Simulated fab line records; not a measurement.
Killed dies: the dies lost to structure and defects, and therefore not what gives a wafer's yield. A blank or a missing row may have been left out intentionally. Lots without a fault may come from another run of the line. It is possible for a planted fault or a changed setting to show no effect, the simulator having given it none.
A lot that was struck, set against a sound lot	flow sky130	15 out of 708 route steps
Sound: the wafers L477.1, L477.3, L477.6. Struck: wafer L485.2. (L485.6 of the same lot was not struck and is left out.) The cause comes at the end.
For every step that has rows: the tool of each side, followed by ch and its chambers, followed by its first start. Under that, the readings that differ: sound wafers	struck wafers	difference of the means	sigmas: that difference in standard deviations of wafers without a fault.
alike: readings whose means differ by less than 2 such deviations, and words and numbers that are the same on both sides. not compared: withheld readings, readings that some wafer has no value for, bounds like >300 that may hide the same value, and numbers for which the record gives no deviation and whose values overlap.
A row with sigmas, a row that says differs or no value, or rows on one side alone: a step with any of these is where the two part. Non-overlapping numbers with no deviation appear without sigmas and do not part them. Lack of a reading on every wafer of one side parts them only where that side has two or more wafers.

SKY_METAL2_STRIP_20: strips in O2/N2.
  sound on plasma-asher-04 ch 0,1, day 37 03:46; struck on plasma-asher-02 ch 0, day 37 23:07
  alike: drypump-motor-current-A, oes-product-au, strip-time-to-endpoint-s
  not compared: rf-hours-counter-h
then, 4 steps without rows for these wafers: SKY_METAL2_STRIP_21 (strips in post etch residue remover, time 1200 s); SKY_METAL2_CLEAN_22 (cleans in IPA, time 180 s); SKY_METAL2_CLEAN_23 (cleans in O3/DIW); SKY_VIA2_HDPCVD_00 (deposits SiO2, target thk 1180 nm, time 196.7 s).
SKY_VIA2_THK_MEAS_01:
  struck on film-metro-04, day 37 23:51; sound on film-metro-01, day 37 04:31
  alike: VIA2_HDPCVD_THK
SKY_VIA2_CMP_02: polishes SiO2.
  sound on cmp-01 ch 0,2,3, day 37 04:38; struck on cmp-02 ch 3, day 38 00:00
reading	sound	struck	difference	sigmas
head-pressure-psi (psi)	3.987 3.981 3.988	4.010	+0.025	+3
platen-rpm (rpm)	60.06 60.06 60.00	59.96	-0.08	-2
  alike: edge-zone-pressure-frac, motor-current-A, slurry-filter-dp-kPa
SKY_VIA2_BOW_MEAS_03:
  struck on film-metro-04, day 38 00:13; sound on film-metro-04, day 37 04:53
  alike: VIA2_BOW
then, 4 steps without rows for these wafers: SKY_VIA2_DEHYDRATE_04 (time 60 s); SKY_VIA2_HMDS_05 (prime time 60 s); SKY_VIA2_COAT_06 (resist thk 60 nm); SKY_VIA2_COAT_07 (resist thk 450 nm).
SKY_VIA2_SOFTBAKE_08: time 90 s.
  sound on litho-track-03 ch 0, day 37 19:00; struck on litho-track-03 ch 0, day 38 13:00
reading	sound	struck	difference	sigmas
heater-power-total-W (W)	57.19 57.47 57.32	63.35	+6.02	+55
run-length-s (s)	119.20 119.14 119.19	95.57	-23.61	-99 or more
  alike: exhaust-pa
  not compared: plate-temp-C
then, 1 step without rows for these wafers: SKY_VIA2_EXPOSE_09 (exposes mask VIM2, target cd 200 nm).
-- the record jumps here: 10 days lie between the struck wafers' starts before and after (it left off in module VIA2 and takes up again in module PAD_OPEN, whose first step shown is number 708 of the route) --
SKY_PAD_OPEN_PROBE_99:
  struck on prober-02, day 48 12:05; sound on prober-01, day 47 22:13
  alike: defect-limited-yield, killed_at_M0_to_M3, killed_at_M4_up, killed-at-contacts, killed-at-front-end, killed-at-other, killed-dies, killed-open, killed-short, sort_bin_3_pad_short, sort_bin_5_function, sort_bin_6_memory, sort-n-pass, sort-yield-pct

WHERE THEY PART
Last at SKY_VIA2_SOFTBAKE_08 as far as this record goes, first at SKY_VIA2_CMP_02. Later steps at which nothing parts them and some readings are alike: SKY_PAD_OPEN_PROBE_99.

WHY: what had been put in by the simulator
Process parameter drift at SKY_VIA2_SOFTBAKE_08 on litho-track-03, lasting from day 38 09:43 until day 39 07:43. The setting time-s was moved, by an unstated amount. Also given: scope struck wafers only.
